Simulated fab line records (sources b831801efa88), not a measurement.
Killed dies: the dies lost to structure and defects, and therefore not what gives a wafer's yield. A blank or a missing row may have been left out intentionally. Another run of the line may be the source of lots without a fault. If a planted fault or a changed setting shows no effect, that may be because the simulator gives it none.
fab line records / flow gf180mcu / part 2 of 2: steps 24 to 32 of 32
record lots=5 wafers=15 last-day=34
route steps=602 shown VT_IMPLANT@98
lots that met no fault: from a run of the same line without faults
start-h: the number of hours between the record's first day and the start of the first shown wafer of the lot / wait-h: how many hours have passed since the lot's step before this one / " repeats the value in the row above / L1.1+2: several wafers, shown together as one row / - value missing, or start not given / * or withheld: withheld / < > ~ a bound
route shown NAME@n: NAME is a module with steps in the file, n the number in the route of the first one / usual: average and standard deviation across the fault-free wafers / same: alike in all rows / chamber/n: place in a boat / sites: the reading at each site / _std_site: the values' standard deviation / _edge_site: outer sites' mean less inner sites' / radius-mm: how far each site lies from the wafer's centre / mask NAME#n: copy n / behind: the most recent tool/chamber to have shaped the wafer / hold: cause of the lot's hold/its duration in hours/its outcome / device: names the non-switching transistor (n, p or np) / end of line: the tests these same wafers got at the end of their route / for a step that has no rows: nothing shown but its recipe / killed: not the wafer's yield, but the dies lost to structure and defects at the first sort / map: dies across one wafer; x = killed, . = not, _ = none there
set.NAME: setting as actually run; set.NAME@STEP: the setting as run at that earlier step / model.NAME: the simulator's own value behind a step, which no gauge read
lots at selected steps of the route; one table per step, one row per wafer
services: the hour from which a tool's chamber was out of use, counted from the record's first day as start-h (under 0 if before that day), plus the number of hours and why
## steps
# step GF_VT_IMPLANT_STRIP_31
# recipe chemistry=O2/N2 power-w=1400 pressure-mtorr=1500 platen-temp-c=250 o2-flow-sccm=3000 n2-flow-sccm=300 overash-fraction=0.5
# usual drypump-motor-current-A=5.7/0.5 heater-power-w=329/44 n2-flow-sccm=299.9/0.85 oes-product-au=0.716/0.0049 strip-time-to-endpoint-s=12.68/0.039
# same overash-fraction=0.5
lot.wafer=L079.1 tool=plasma-asher-03 chamber=0 start-h=176.06 wait-h=0.1 drypump-motor-current-A=6.1 heater-power-w=323 n2-flow-sccm=301.4 oes-product-au=0.720 rf-hours-counter-h=8 strip-time-to-endpoint-s=12.65
lot.wafer=L079.4 tool=plasma-asher-03 chamber=1 start-h=176.06 wait-h=0.1 drypump-motor-current-A=5.5 heater-power-w=359 n2-flow-sccm=300.6 oes-product-au=0.717 rf-hours-counter-h=- strip-time-to-endpoint-s=12.63
lot.wafer=L079.6 tool=plasma-asher-03 chamber=1 start-h=176.06 wait-h=0.1 drypump-motor-current-A=5.5 heater-power-w=348 n2-flow-sccm=299.9 oes-product-au=0.717 rf-hours-counter-h=- strip-time-to-endpoint-s=12.66
lot.wafer=L080.1 tool=plasma-asher-02 chamber=1 start-h=185.74 wait-h=0.1 drypump-motor-current-A=5.6 heater-power-w=304 n2-flow-sccm=301.0 oes-product-au=0.714 rf-hours-counter-h=34 strip-time-to-endpoint-s=12.70
lot.wafer=L080.3 tool=plasma-asher-02 chamber=1 start-h=185.74 wait-h=0.1 drypump-motor-current-A=5.6 heater-power-w=304 n2-flow-sccm=300.5 oes-product-au=0.712 rf-hours-counter-h=- strip-time-to-endpoint-s=12.73
lot.wafer=L080.5 tool=plasma-asher-02 chamber=0 start-h=185.74 wait-h=0.1 drypump-motor-current-A=6.4 heater-power-w=287 n2-flow-sccm=299.6 oes-product-au=0.723 rf-hours-counter-h=- strip-time-to-endpoint-s=12.73
lot.wafer=L087.1 tool=plasma-asher-02 chamber=1 start-h=227.74 wait-h=0.1 drypump-motor-current-A=5.6 heater-power-w=309 n2-flow-sccm=299.7 oes-product-au=0.712 rf-hours-counter-h=39 strip-time-to-endpoint-s=12.71
lot.wafer=L087.2 tool=plasma-asher-02 chamber=0 start-h=227.74 wait-h=0.1 drypump-motor-current-A=6.4 heater-power-w=290 n2-flow-sccm=300.8 oes-product-au=0.706 rf-hours-counter-h=39 strip-time-to-endpoint-s=12.69
lot.wafer=L087.4 tool=plasma-asher-02 chamber=0 start-h=227.74 wait-h=0.1 drypump-motor-current-A=6.4 heater-power-w=286 n2-flow-sccm=300.5 oes-product-au=0.717 rf-hours-counter-h=- strip-time-to-endpoint-s=12.70
lot.wafer=L091.1 tool=plasma-asher-01 chamber=0 start-h=253.79 wait-h=0.1 drypump-motor-current-A=5.6 heater-power-w=419 n2-flow-sccm=299.7 oes-product-au=0.719 rf-hours-counter-h=65 strip-time-to-endpoint-s=12.69
lot.wafer=L091.4 tool=plasma-asher-01 chamber=1 start-h=253.79 wait-h=0.1 drypump-motor-current-A=4.7 heater-power-w=273 n2-flow-sccm=300.7 oes-product-au=0.717 rf-hours-counter-h=- strip-time-to-endpoint-s=12.72
lot.wafer=L091.5 tool=plasma-asher-01 chamber=0 start-h=253.79 wait-h=0.1 drypump-motor-current-A=5.7 heater-power-w=403 n2-flow-sccm=300.0 oes-product-au=0.714 rf-hours-counter-h=- strip-time-to-endpoint-s=12.71
lot.wafer=L096.1 tool=plasma-asher-03 chamber=1 start-h=283.08 wait-h=0.1 drypump-motor-current-A=5.5 heater-power-w=355 n2-flow-sccm=301.9 oes-product-au=0.722 rf-hours-counter-h=18 strip-time-to-endpoint-s=12.63
lot.wafer=L096.4 tool=plasma-asher-03 chamber=0 start-h=283.08 wait-h=0.1 drypump-motor-current-A=6.1 heater-power-w=314 n2-flow-sccm=299.7 oes-product-au=0.717 rf-hours-counter-h=- strip-time-to-endpoint-s=12.60
lot.wafer=L096.6 tool=plasma-asher-03 chamber=1 start-h=283.08 wait-h=0.1 drypump-motor-current-A=5.5 heater-power-w=354 n2-flow-sccm=299.3 oes-product-au=0.710 rf-hours-counter-h=- strip-time-to-endpoint-s=12.69
# step GF_VT_IMPLANT_TW_MEAS_32
# usual VT_IMPLANT_3_TW=266/3
lot.wafer=L079.1 tool=film-metro-03 chamber=- start-h=176.16 wait-h=0.1 VT_IMPLANT_3_TW=263
lot.wafer=L079.4 tool=film-metro-03 chamber=- start-h=176.16 wait-h=0.1 VT_IMPLANT_3_TW=265
lot.wafer=L079.6 tool=film-metro-03 chamber=- start-h=176.16 wait-h=0.1 VT_IMPLANT_3_TW=263
lot.wafer=L080.1 tool=film-metro-03 chamber=- start-h=185.84 wait-h=0.1 VT_IMPLANT_3_TW=264
lot.wafer=L080.3 tool=film-metro-03 chamber=- start-h=185.84 wait-h=0.1 VT_IMPLANT_3_TW=264
lot.wafer=L080.5 tool=film-metro-03 chamber=- start-h=185.84 wait-h=0.1 VT_IMPLANT_3_TW=265
lot.wafer=L087.1 tool=film-metro-04 chamber=- start-h=227.84 wait-h=0.1 VT_IMPLANT_3_TW=269
lot.wafer=L087.2 tool=film-metro-04 chamber=- start-h=227.84 wait-h=0.1 VT_IMPLANT_3_TW=269
lot.wafer=L087.4 tool=film-metro-04 chamber=- start-h=227.84 wait-h=0.1 VT_IMPLANT_3_TW=271
lot.wafer=L091.1 tool=film-metro-02 chamber=- start-h=253.89 wait-h=0.1 VT_IMPLANT_3_TW=263
lot.wafer=L091.4 tool=film-metro-02 chamber=- start-h=253.89 wait-h=0.1 VT_IMPLANT_3_TW=263
lot.wafer=L091.5 tool=film-metro-02 chamber=- start-h=253.89 wait-h=0.1 VT_IMPLANT_3_TW=265
lot.wafer=L096.1 tool=film-metro-02 chamber=- start-h=283.18 wait-h=0.1 VT_IMPLANT_3_TW=264
lot.wafer=L096.4 tool=film-metro-02 chamber=- start-h=283.18 wait-h=0.1 VT_IMPLANT_3_TW=262
lot.wafer=L096.6 tool=film-metro-02 chamber=- start-h=283.18 wait-h=0.1 VT_IMPLANT_3_TW=264
# step GF_VT_IMPLANT_DEHYDRATE_33
# recipe temp-c=200 time-s=60
# usual exhaust-pa=45.0/0.94
# same time-s=60
lot.wafer=L079.1 tool=litho-track-03 chamber=0 start-h=183.86 wait-h=7.7 exhaust-pa=43.4
lot.wafer=L079.4 tool=litho-track-03 chamber=0 start-h=183.86 wait-h=7.7 exhaust-pa=44.4
lot.wafer=L079.6 tool=litho-track-03 chamber=0 start-h=183.86 wait-h=7.7 exhaust-pa=47.0
lot.wafer=L080.1 tool=litho-track-04 chamber=0 start-h=193.66 wait-h=7.8 exhaust-pa=46.3
lot.wafer=L080.3 tool=litho-track-04 chamber=0 start-h=193.66 wait-h=7.8 exhaust-pa=46.4
lot.wafer=L080.5 tool=litho-track-04 chamber=0 start-h=193.66 wait-h=7.8 exhaust-pa=47.0
lot.wafer=L087.1 tool=litho-track-03 chamber=0 start-h=236.60 wait-h=8.8 exhaust-pa=44.5
lot.wafer=L087.2 tool=litho-track-03 chamber=0 start-h=236.60 wait-h=8.8 exhaust-pa=45.4
lot.wafer=L087.4 tool=litho-track-03 chamber=0 start-h=236.60 wait-h=8.8 exhaust-pa=45.1
lot.wafer=L091.1 tool=litho-track-03 chamber=0 start-h=262.70 wait-h=8.8 exhaust-pa=44.8
lot.wafer=L091.4 tool=litho-track-03 chamber=0 start-h=262.70 wait-h=8.8 exhaust-pa=45.3
lot.wafer=L091.5 tool=litho-track-03 chamber=0 start-h=262.70 wait-h=8.8 exhaust-pa=44.8
lot.wafer=L096.1 tool=litho-track-02 chamber=0 start-h=292.55 wait-h=9.4 exhaust-pa=45.5
lot.wafer=L096.4 tool=litho-track-02 chamber=0 start-h=292.55 wait-h=9.4 exhaust-pa=45.2
lot.wafer=L096.6 tool=litho-track-02 chamber=0 start-h=292.55 wait-h=9.4 exhaust-pa=44.7
# step GF_VT_IMPLANT_HMDS_34
# recipe prime-time-s=60 prime-temp-c=120
# usual exhaust-pa=45.2/0.82
lot.wafer=L079.1 tool=litho-track-03 chamber=0 start-h=184.01 wait-h=0.1 exhaust-pa=45.7
lot.wafer=L079.4 tool=litho-track-03 chamber=0 start-h=184.01 wait-h=0.1 exhaust-pa=45.3
lot.wafer=L079.6 tool=litho-track-03 chamber=0 start-h=184.01 wait-h=0.1 exhaust-pa=46.4
lot.wafer=L080.1 tool=litho-track-04 chamber=0 start-h=193.81 wait-h=0.1 exhaust-pa=46.5
lot.wafer=L080.3 tool=litho-track-04 chamber=0 start-h=193.81 wait-h=0.1 exhaust-pa=45.4
lot.wafer=L080.5 tool=litho-track-04 chamber=0 start-h=193.81 wait-h=0.1 exhaust-pa=44.5
lot.wafer=L087.1 tool=litho-track-03 chamber=0 start-h=236.75 wait-h=0.1 exhaust-pa=46.1
lot.wafer=L087.2 tool=litho-track-03 chamber=0 start-h=236.75 wait-h=0.1 exhaust-pa=46.1
lot.wafer=L087.4 tool=litho-track-03 chamber=0 start-h=236.75 wait-h=0.1 exhaust-pa=43.9
lot.wafer=L091.1 tool=litho-track-03 chamber=0 start-h=262.85 wait-h=0.1 exhaust-pa=45.6
lot.wafer=L091.4 tool=litho-track-03 chamber=0 start-h=262.85 wait-h=0.1 exhaust-pa=45.0
lot.wafer=L091.5 tool=litho-track-03 chamber=0 start-h=262.85 wait-h=0.1 exhaust-pa=47.0
lot.wafer=L096.1 tool=litho-track-02 chamber=0 start-h=292.70 wait-h=0.1 exhaust-pa=45.0
lot.wafer=L096.4 tool=litho-track-02 chamber=0 start-h=292.70 wait-h=0.1 exhaust-pa=45.5
lot.wafer=L096.6 tool=litho-track-02 chamber=0 start-h=292.70 wait-h=0.1 exhaust-pa=45.2
# step GF_VT_IMPLANT_COAT_35
# recipe resist=NOVOLAK spin-rpm=3000 resist-thk-nm=1000
# usual dispense-pressure-kPa=48/3.6 exhaust-pa=45.0/0.87
lot.wafer=L079.1 tool=litho-track-03 chamber=0 start-h=184.16 wait-h=0.1 dispense-pressure-kPa=52 exhaust-pa=44.3
lot.wafer=L079.4 tool=litho-track-03 chamber=0 start-h=184.16 wait-h=0.1 dispense-pressure-kPa=52 exhaust-pa=45.0
lot.wafer=L079.6 tool=litho-track-03 chamber=0 start-h=184.16 wait-h=0.1 dispense-pressure-kPa=52 exhaust-pa=45.6
lot.wafer=L080.1 tool=litho-track-04 chamber=0 start-h=193.96 wait-h=0.1 dispense-pressure-kPa=47 exhaust-pa=45.0
lot.wafer=L080.3 tool=litho-track-04 chamber=0 start-h=193.96 wait-h=0.1 dispense-pressure-kPa=47 exhaust-pa=45.1
lot.wafer=L080.5 tool=litho-track-04 chamber=0 start-h=193.96 wait-h=0.1 dispense-pressure-kPa=47 exhaust-pa=44.2
lot.wafer=L087.1 tool=litho-track-03 chamber=0 start-h=236.90 wait-h=0.1 dispense-pressure-kPa=52 exhaust-pa=46.5
lot.wafer=L087.2 tool=litho-track-03 chamber=0 start-h=236.90 wait-h=0.1 dispense-pressure-kPa=52 exhaust-pa=45.0
lot.wafer=L087.4 tool=litho-track-03 chamber=0 start-h=236.90 wait-h=0.1 dispense-pressure-kPa=52 exhaust-pa=44.3
lot.wafer=L091.1 tool=litho-track-03 chamber=0 start-h=263.00 wait-h=0.1 dispense-pressure-kPa=52 exhaust-pa=46.1
lot.wafer=L091.4 tool=litho-track-03 chamber=0 start-h=263.00 wait-h=0.1 dispense-pressure-kPa=52 exhaust-pa=45.1
lot.wafer=L091.5 tool=litho-track-03 chamber=0 start-h=263.00 wait-h=0.1 dispense-pressure-kPa=52 exhaust-pa=45.4
lot.wafer=L096.1 tool=litho-track-02 chamber=0 start-h=292.85 wait-h=0.1 dispense-pressure-kPa=43 exhaust-pa=45.0
lot.wafer=L096.4 tool=litho-track-02 chamber=0 start-h=292.85 wait-h=0.1 dispense-pressure-kPa=43 exhaust-pa=45.1
lot.wafer=L096.6 tool=litho-track-02 chamber=0 start-h=292.85 wait-h=0.1 dispense-pressure-kPa=43 exhaust-pa=45.8
# step GF_VT_IMPLANT_SOFTBAKE_36
# recipe temp-c=90 time-s=60.86 resist=NOVOLAK
# usual exhaust-pa=45.1/0.92 plate-sensor-t-centre-C=90.757/0.0098 plate-sensor-t-edge-C=90.830/0.011
# same time-s=60.86
lot.wafer=L079.1 tool=litho-track-03 chamber=0 start-h=184.31 wait-h=0.1 exhaust-pa=45.8 plate-sensor-t-centre-C=90.758 plate-sensor-t-edge-C=90.817
lot.wafer=L079.4 tool=litho-track-03 chamber=0 start-h=184.31 wait-h=0.1 exhaust-pa=45.5 plate-sensor-t-centre-C=90.754 plate-sensor-t-edge-C=90.831
lot.wafer=L079.6 tool=litho-track-03 chamber=0 start-h=184.31 wait-h=0.1 exhaust-pa=43.8 plate-sensor-t-centre-C=90.763 plate-sensor-t-edge-C=90.837
lot.wafer=L080.1 tool=litho-track-04 chamber=0 start-h=194.11 wait-h=0.1 exhaust-pa=45.6 plate-sensor-t-centre-C=90.759 plate-sensor-t-edge-C=90.844
lot.wafer=L080.3 tool=litho-track-04 chamber=0 start-h=194.11 wait-h=0.1 exhaust-pa=45.5 plate-sensor-t-centre-C=90.754 plate-sensor-t-edge-C=90.839
lot.wafer=L080.5 tool=litho-track-04 chamber=0 start-h=194.11 wait-h=0.1 exhaust-pa=44.5 plate-sensor-t-centre-C=90.754 plate-sensor-t-edge-C=90.840
lot.wafer=L087.1 tool=litho-track-03 chamber=0 start-h=237.05 wait-h=0.1 exhaust-pa=45.8 plate-sensor-t-centre-C=90.759 plate-sensor-t-edge-C=90.839
lot.wafer=L087.2 tool=litho-track-03 chamber=0 start-h=237.05 wait-h=0.1 exhaust-pa=44.4 plate-sensor-t-centre-C=90.764 plate-sensor-t-edge-C=90.821
lot.wafer=L087.4 tool=litho-track-03 chamber=0 start-h=237.05 wait-h=0.1 exhaust-pa=44.0 plate-sensor-t-centre-C=90.734 plate-sensor-t-edge-C=90.811
lot.wafer=L091.1 tool=litho-track-03 chamber=0 start-h=263.15 wait-h=0.1 exhaust-pa=44.5 plate-sensor-t-centre-C=90.755 plate-sensor-t-edge-C=90.836
lot.wafer=L091.4 tool=litho-track-03 chamber=0 start-h=263.15 wait-h=0.1 exhaust-pa=44.9 plate-sensor-t-centre-C=90.747 plate-sensor-t-edge-C=90.829
lot.wafer=L091.5 tool=litho-track-03 chamber=0 start-h=263.15 wait-h=0.1 exhaust-pa=44.6 plate-sensor-t-centre-C=90.743 plate-sensor-t-edge-C=90.833
lot.wafer=L096.1 tool=litho-track-02 chamber=0 start-h=293.00 wait-h=0.1 exhaust-pa=45.8 plate-sensor-t-centre-C=90.754 plate-sensor-t-edge-C=90.830
lot.wafer=L096.4 tool=litho-track-02 chamber=0 start-h=293.00 wait-h=0.1 exhaust-pa=45.4 plate-sensor-t-centre-C=90.773 plate-sensor-t-edge-C=90.833
lot.wafer=L096.6 tool=litho-track-02 chamber=0 start-h=293.00 wait-h=0.1 exhaust-pa=46.3 plate-sensor-t-centre-C=90.741 plate-sensor-t-edge-C=90.805
# step GF_VT_IMPLANT_EXPOSE_37
# recipe mask-id=Nwell_HV_AREA target-cd-nm=860 na=0.6 source-shape=conventional sigma-outer=0.6 dose-mj=140
# usual exposure-dose-mJ-cm2=139.97/0.14 reticle-temp-C=22.97/0.097
lot.wafer=L079.1 tool=iline-stepper-01 chamber=0 start-h=- wait-h=- mask=Nwell_HV_AREA#0 exposure-dose-mJ-cm2=139.97 reticle-temp-C=22.99
lot.wafer=L079.4 tool=iline-stepper-01 chamber=0 start-h=- wait-h=- mask=Nwell_HV_AREA#0 exposure-dose-mJ-cm2=139.95 reticle-temp-C=23.08
lot.wafer=L079.6 tool=iline-stepper-01 chamber=0 start-h=- wait-h=- mask=Nwell_HV_AREA#0 exposure-dose-mJ-cm2=139.99 reticle-temp-C=22.91
lot.wafer=L080.1 tool=iline-stepper-02 chamber=0 start-h=- wait-h=- mask=Nwell_HV_AREA#0 exposure-dose-mJ-cm2=139.93 reticle-temp-C=23.00
lot.wafer=L080.3 tool=iline-stepper-02 chamber=0 start-h=- wait-h=- mask=Nwell_HV_AREA#0 exposure-dose-mJ-cm2=139.80 reticle-temp-C=22.94
lot.wafer=L080.5 tool=iline-stepper-02 chamber=0 start-h=- wait-h=- mask=Nwell_HV_AREA#0 exposure-dose-mJ-cm2=139.76 reticle-temp-C=23.04
lot.wafer=L087.1 tool=iline-stepper-02 chamber=0 start-h=- wait-h=- mask=Nwell_HV_AREA#0 exposure-dose-mJ-cm2=140.15 reticle-temp-C=22.85
lot.wafer=L087.2 tool=iline-stepper-02 chamber=0 start-h=- wait-h=- mask=Nwell_HV_AREA#0 exposure-dose-mJ-cm2=140.09 reticle-temp-C=22.95
lot.wafer=L087.4 tool=iline-stepper-02 chamber=0 start-h=- wait-h=- mask=Nwell_HV_AREA#0 exposure-dose-mJ-cm2=140.04 reticle-temp-C=23.04
lot.wafer=L091.1 tool=iline-stepper-02 chamber=0 start-h=- wait-h=- mask=Nwell_HV_AREA#0 exposure-dose-mJ-cm2=139.82 reticle-temp-C=23.03
lot.wafer=L091.4 tool=iline-stepper-02 chamber=0 start-h=- wait-h=- mask=Nwell_HV_AREA#0 exposure-dose-mJ-cm2=139.93 reticle-temp-C=23.01
lot.wafer=L091.5 tool=iline-stepper-02 chamber=0 start-h=- wait-h=- mask=Nwell_HV_AREA#0 exposure-dose-mJ-cm2=139.67 reticle-temp-C=23.06
lot.wafer=L096.1 tool=iline-stepper-02 chamber=0 start-h=- wait-h=- mask=Nwell_HV_AREA#0 exposure-dose-mJ-cm2=139.88 reticle-temp-C=22.85
lot.wafer=L096.4 tool=iline-stepper-02 chamber=0 start-h=- wait-h=- mask=Nwell_HV_AREA#0 exposure-dose-mJ-cm2=139.92 reticle-temp-C=22.93
lot.wafer=L096.6 tool=iline-stepper-02 chamber=0 start-h=- wait-h=- mask=Nwell_HV_AREA#0 exposure-dose-mJ-cm2=140.00 reticle-temp-C=22.86
# step GF_VT_IMPLANT_PEB_38
# recipe temp-c=withheld time-s=* resist=NOVOLAK
# usual exhaust-pa=44.9/0.88
# same time-s=*
lot.wafer=L079.1 tool=litho-track-02 chamber=0 start-h=- wait-h=- exhaust-pa=46.1
lot.wafer=L079.4 tool=litho-track-02 chamber=0 start-h=- wait-h=- exhaust-pa=45.6
lot.wafer=L079.6 tool=litho-track-02 chamber=0 start-h=- wait-h=- exhaust-pa=45.4
lot.wafer=L080.1 tool=litho-track-04 chamber=0 start-h=- wait-h=- exhaust-pa=45.4
lot.wafer=L080.3 tool=litho-track-04 chamber=0 start-h=- wait-h=- exhaust-pa=46.2
lot.wafer=L080.5 tool=litho-track-04 chamber=0 start-h=- wait-h=- exhaust-pa=44.2
lot.wafer=L087.1 tool=litho-track-04 chamber=0 start-h=- wait-h=- exhaust-pa=44.8
lot.wafer=L087.2 tool=litho-track-04 chamber=0 start-h=- wait-h=- exhaust-pa=44.4
lot.wafer=L087.4 tool=litho-track-04 chamber=0 start-h=- wait-h=- exhaust-pa=44.6
lot.wafer=L091.1 tool=litho-track-02 chamber=0 start-h=- wait-h=- exhaust-pa=46.0
lot.wafer=L091.4 tool=litho-track-02 chamber=0 start-h=- wait-h=- exhaust-pa=44.6
lot.wafer=L091.5 tool=litho-track-02 chamber=0 start-h=- wait-h=- exhaust-pa=45.3
lot.wafer=L096.1 tool=litho-track-04 chamber=0 start-h=- wait-h=- exhaust-pa=44.4
lot.wafer=L096.4 tool=litho-track-04 chamber=0 start-h=- wait-h=- exhaust-pa=43.4
lot.wafer=L096.6 tool=litho-track-04 chamber=0 start-h=- wait-h=- exhaust-pa=44.4
# step GF_VT_IMPLANT_DEVELOP_39
# recipe develop-time-s=60 dev-temp-c=23
# usual exhaust-pa=44.9/0.87
# same develop-time-s=60
lot.wafer=L079.1 tool=litho-track-02 chamber=0 start-h=192.55 wait-h=0.1 exhaust-pa=44.7
lot.wafer=L079.4 tool=litho-track-02 chamber=0 start-h=192.55 wait-h=0.1 exhaust-pa=44.7
lot.wafer=L079.6 tool=litho-track-02 chamber=0 start-h=192.55 wait-h=0.1 exhaust-pa=44.7
lot.wafer=L080.1 tool=litho-track-04 chamber=0 start-h=202.66 wait-h=0.1 exhaust-pa=46.0
lot.wafer=L080.3 tool=litho-track-04 chamber=0 start-h=202.66 wait-h=0.1 exhaust-pa=45.2
lot.wafer=L080.5 tool=litho-track-04 chamber=0 start-h=202.66 wait-h=0.1 exhaust-pa=45.6
lot.wafer=L087.1 tool=litho-track-04 chamber=0 start-h=245.76 wait-h=0.1 exhaust-pa=45.6
lot.wafer=L087.2 tool=litho-track-04 chamber=0 start-h=245.76 wait-h=0.1 exhaust-pa=42.8
lot.wafer=L087.4 tool=litho-track-04 chamber=0 start-h=245.76 wait-h=0.1 exhaust-pa=44.3
lot.wafer=L091.1 tool=litho-track-02 chamber=0 start-h=272.40 wait-h=0.1 exhaust-pa=45.4
lot.wafer=L091.4 tool=litho-track-02 chamber=0 start-h=272.40 wait-h=0.1 exhaust-pa=45.7
lot.wafer=L091.5 tool=litho-track-02 chamber=0 start-h=272.40 wait-h=0.1 exhaust-pa=45.3
lot.wafer=L096.1 tool=litho-track-04 chamber=0 start-h=303.01 wait-h=0.1 exhaust-pa=44.6
lot.wafer=L096.4 tool=litho-track-04 chamber=0 start-h=303.01 wait-h=0.1 exhaust-pa=45.6
lot.wafer=L096.6 tool=litho-track-04 chamber=0 start-h=303.01 wait-h=0.1 exhaust-pa=45.4
## services
tool=implanter-01 chamber=- start-h=123.95 hours=5.6 kind=repair
tool=plasma-asher-01 chamber=- start-h=126.71 hours=4.3 kind=pm
tool=iline-stepper-02 chamber=- start-h=157.52 hours=0.8 kind=pm
tool=iline-stepper-02 chamber=0 start-h=172.77 hours=- kind=calibration
tool=plasma-asher-02 chamber=- start-h=176.97 hours=2.5 kind=repair
tool=implanter-03 chamber=- start-h=184.39 hours=4.2 kind=pm
tool=iline-stepper-01 chamber=0 start-h=207.15 hours=- kind=calibration
tool=plasma-asher-03 chamber=- start-h=225.90 hours=2.8 kind=pm
tool=implanter-03 chamber=- start-h=237.61 hours=3.5 kind=pm
tool=iline-stepper-02 chamber=- start-h=245.33 hours=2.4 kind=repair
tool=iline-stepper-02 chamber=- start-h=247.37 hours=7.1 kind=repair
tool=implanter-02 chamber=- start-h=256.79 hours=4.7 kind=pm
tool=implanter-02 chamber=- start-h=270.31 hours=1.0 kind=repair
tool=iline-stepper-01 chamber=- start-h=281.61 hours=1.7 kind=pm
tool=iline-stepper-01 chamber=- start-h=301.42 hours=2.1 kind=pm
